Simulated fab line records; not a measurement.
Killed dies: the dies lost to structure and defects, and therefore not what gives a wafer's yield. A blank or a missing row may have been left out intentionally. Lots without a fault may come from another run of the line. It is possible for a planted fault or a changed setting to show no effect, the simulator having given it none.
2 desks, one fault    flow sky130    each desk has only its own numbers; what lay behind them comes last

== AT THE METROLOGY DESK ==
What the gauges read, lot by lot, whatever tool the lot ran on: means of the sampled wafers that have a number. A lot is out of limits, marked OUT, if its mean lies more than 4 standard deviations from the usual mean; the brackets give that distance.
Columns: A = LDD_N_TW at SKY_LDD_N_TW_MEAS_17, usual 2573; B = LDD_P_OVL at SKY_LDD_P_OVL_MEAS_08, usual -0.3 nm; C = LDD_HVP_OVL at SKY_LDD_HVP_OVL_MEAS_07, usual -0.5 nm; D = LI_CONTACT_W_RS at SKY_LI_CONTACT_RS_MEAS_22, usual 0.286 ohm/sq; E = LI_CONTACT_W_THK at SKY_LI_CONTACT_THK_MEAS_23, usual 401 nm
lot   first seen here  A     B     C     D                 E
L629  day 17 16:19     2569  -1.3  -0.8  0.284             402
L630  day 18 15:36     2549  -2.4  1.7   0.284             393
L631  day 18 22:55     2586  -2.7  -3.9  0.285             407
L632  day 19 06:08     2553  0.8   -1.6  0.286             404
L633  day 20 11:52     2576  1.3   0.3   0.286             396
L634  day 20 16:05     2576  -1.4  0.8   0.279             411
L636  day 21 09:28     2570  -0.6  0.6   0.288             394
L639  day 21 12:12     2575  -0.1  -1.3  0.287             397
L640  day 22 00:40     2573  -0.9  -2.8  0.282             417
L642  day 22 21:26     2580  -0.2  -1.2  0.288             395
L643  day 23 06:53     2584  2.0   -0.1  0.266 (-6.7) OUT  437 (+4.7) OUT
L644  day 23 14:25     2579  0.7   -0.6  0.282             412
L645  day 23 18:17     2567  -0.7  -0.0  0.272 (-4.8) OUT  426
This desk's finding: out of limits on L643, L645; first on L643, day 34 03:26 (LI_CONTACT_W_RS at SKY_LI_CONTACT_RS_MEAS_22). In limits: L629, L630, L631, L632, L633, L634, L636, L639, L640, L642, L644.

== TOOL OWNER'S DESK, cvd w-02 ==
The tool's own readings at SKY_LI_CONTACT_CVD_21 (deposits W, target thk 400 nm, time 120.56 s): means of the sampled wafers that have a number, for each lot that ran on this tool. A lot is out of limits, marked OUT, if its mean lies more than 4 standard deviations from the usual mean; the brackets give that distance.
Columns: A = chamber pressure Torr at SKY_LI_CONTACT_CVD_21, usual 40.01 Torr; B = heater power w at SKY_LI_CONTACT_CVD_21, usual 795 W
lot   first seen here  A      B
L630  day 29 23:32     39.98  849
L633  day 31 16:59     39.96  803
L636  day 32 12:36     40.06  839
L639  day 32 14:32     39.96  782
L642  day 33 17:53     40.02  818
L643  day 34 03:19     39.98  782
L644  day 34 09:37     40.15  780
L645  day 34 14:01     39.94  810
This desk's verdict: no lot among the 8 shows anything out of limits.

== ALL TOGETHER ==
L643, L645 would have let the metrology desk raise an alarm at day 34 03:26.
Nothing out of limits was seen by the tool owner's desk.
Tool owner's desk: L643, L645 on record, inside its limits.
All the named lots went through SKY_LI_CONTACT_CVD_21 on cvd w-02.

== WHAT THE SIMULATOR HAD PUT IN ==
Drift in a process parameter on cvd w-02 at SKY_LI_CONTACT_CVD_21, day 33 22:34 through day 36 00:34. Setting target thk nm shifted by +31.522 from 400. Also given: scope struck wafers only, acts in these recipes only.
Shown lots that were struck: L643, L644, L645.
Delay in hours, fault start to first out-of-limits reading, per desk: metrology desk 5.
